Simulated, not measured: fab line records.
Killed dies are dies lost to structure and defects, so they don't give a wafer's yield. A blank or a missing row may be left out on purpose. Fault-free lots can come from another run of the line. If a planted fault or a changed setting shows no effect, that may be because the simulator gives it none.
A single fault, viewed from 2 desks    flow sky130    each desk has only its own numbers; what lay behind them comes last

== FROM THE METROLOGY DESK ==
What the gauges read, lot by lot, whatever tool the lot ran on: means of the sampled wafers that have a number. If a lot's mean is further than 4 standard deviations from the usual mean, the lot is out of limits and carries the mark OUT (the distance appears in the brackets).
Columns: A = VT_ADJUST_HVTP_TW at SKY_VT_ADJUST_HVTP_TW_MEAS_11, usual 1358; B = CONTACT_W_THK at SKY_CONTACT_THK_MEAS_26, usual 341 nm; C = METAL1_ALCU_THK at SKY_METAL1_THK_MEAS_06, usual 256.6 nm; D = VIA1_W_THK at SKY_VIA1_THK_MEAS_23, usual 267 nm
lot   first seen here  A     B    C      D
L456  day 6 01:41      1373  353  260.7  263
L457  day 6 03:55      1359  336  257.9  265
L458  day 6 10:35      1351  347  256.7  268
L459  day 6 17:13      1372  341  258.1  270
L461  day 7 05:22      1340  339  251.9  267
L462  day 7 12:43      1347  336  254.6  270
L464  day 8 18:43      1380  337  257.7  267
L465  day 8 21:01      1354  342  255.0  274
L469  day 9 09:44      1371  340  257.0  263
L470  day 9 16:55      1340  344  258.7  263
L471  day 9 22:21      1378  344  255.8  266
L477  day 11 13:59     1398  342  258.6  272
L478  day 11 19:55     1399  340  257.8  261
This desk's finding: nothing out of limits on any of the 13 lots.

== THE TOOL OWNER'S DESK: implanter-03 ==
SKY_VT_ADJUST_HVTP_IMPLANT_09, tool's own readings: per-lot mean of the sampled wafers with a number, covering each lot this tool ran. If a lot's mean is further than 4 standard deviations from the usual mean, the lot is out of limits and carries the mark OUT (the distance appears in the brackets).
Columns: A = beamOnS at SKY_VT_ADJUST_HVTP_IMPLANT_09, usual 10.00 s; B = doseIonsCm2 at SKY_VT_ADJUST_HVTP_IMPLANT_09, usual 4.3e+12; C = faradayCurrentUA at SKY_VT_ADJUST_HVTP_IMPLANT_09, usual 24.3
lot   first seen here  A      B                          C
L469  day 9 09:31      9.93   4.3e+12                    24.5
L477  day 11 13:46     9.73   4.8e+12 (+99 or more) OUT  27.9 (+7.4) OUT
L478  day 11 19:40     10.07  4.8e+12 (+99 or more) OUT  27.0 (+5.4) OUT
This desk's finding: out of limits on L477, L478; first on L477, day 11 13:46 (doseIonsCm2 at SKY_VT_ADJUST_HVTP_IMPLANT_09). L469: within limits.

== PUT TOGETHER ==
An alarm could have come from the tool owner's desk at day 11 13:46, on L477, L478.
Metrology desk: nothing out of limits seen.
The metrology desk holds a record of L477, L478, inside its limits.
All the named lots went through SKY_VT_ADJUST_HVTP_IMPLANT_09 on implanter-03.

== WHAT HAD BEEN PUT IN BY THE SIMULATOR ==
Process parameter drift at SKY_VT_ADJUST_HVTP_IMPLANT_09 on implanter-03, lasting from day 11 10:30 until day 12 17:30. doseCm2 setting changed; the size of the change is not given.
Lots struck among those shown: L477, L478.
How many hours passed from the start of the fault until each desk's first out-of-limits reading: the tool owner's desk, 3.
